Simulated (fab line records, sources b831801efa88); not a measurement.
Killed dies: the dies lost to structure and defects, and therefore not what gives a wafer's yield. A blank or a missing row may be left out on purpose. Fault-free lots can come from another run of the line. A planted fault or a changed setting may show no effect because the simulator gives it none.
Problem report, 8D (eight disciplines) form, completed by code | flow gf180mcu | the parts of the form that need people (team, actions taken, sign-off) are left out

## 1. THE ISSUE
At GF_STI_PEB_10, heaterPowerTotalW averages 87.19 W over 3 wafers from 2 lots, while fault-free wafers read 85.69 W, standard deviation 0.083. Relative to the usual mean, that is a shift of +18 standard deviations.
The step: peb time 90 s.
The first sign was on wafer L356.3 at day 4 14:36, on lithoTrack-04. The record has a number at this step for 42 wafers belonging to 14 lots. Rule for "out" (also "out of limits"): further than 4 standard deviations from the usual mean. The other wafers with a number count as sound.

## 2. WHAT IT IS, AND WHAT IT ISN'T
question                    | is                     | is not
which readings at this step | heaterPowerTotalW      | -
which lots                  | L356, L358             | L345, L347, L349, L350, L351, L355, L360, L361, L362, L365, L366, L367
which wafers of those lots  | L356.3, L356.4, L358.3 | L356.5, L358.5, L358.6
read on which tools         | lithoTrack-04          | lithoTrack-01, lithoTrack-02
when                        | from day 4 14:36       | up to then (19 sound wafers); but 20 sound wafers of L358, L360, L361, L362, L365, L366, L367 came after

## 3. WHAT RULES OUT EACH SUSPECT
Counting: any tool at a process step up to the reading remains a suspect provided it ran every lot that is out. Sound lots after the first of them don't rule it out here, since some wafers of a struck lot are sound.
- lithoTrack-04 at GF_STI_PEB_10 (peb time 90 s): kept. Ran every lot that is out, first one L356 (day 4 14:36); last sound lot up to then L351 (day 3 12:29). Its own heaterPowerTotalW readings are out on those wafers.
The count leaves lithoTrack-04 at GF_STI_PEB_10.

## 4. THE CAUSE (what the simulator had put in)
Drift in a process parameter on lithoTrack-04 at GF_STI_PEB_10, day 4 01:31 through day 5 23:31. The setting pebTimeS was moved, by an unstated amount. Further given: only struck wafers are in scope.
Counting left only this tool.

## 5. THE CHAIN OF EFFECTS, in route order
One row per reading whose mean, taken over the struck wafers that have a number, lies over 3 standard deviations from the usual. Only readings whose record carries a usual standard deviation are examined. hours: median over the lots of the time between each lot's start at the first step of this table that gives one and its start at this step. sigmas: the change, counted in usual standard deviations.
hours | step          | reading           | usual   | on struck wafers | change | sigmas
0     | GF_STI_PEB_10 | heaterPowerTotalW | 85.69 W | 87.19            | +1.50  | +18
Process steps it contains:
- GF_STI_PEB_10: peb time 90 s.
Later steps that measure or inspect, where all struck wafers having a row at the step show a number for every such reading and not one has moved that far: GF_STI_CD_MEAS_12, GF_STI_THK_MEAS_22.

## 6. WHAT WOULD HAVE CAUGHT IT SOONER
13 hours passed between the start of the fault at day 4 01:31 and the first reading out of limits in this record, taken at day 4 14:36.
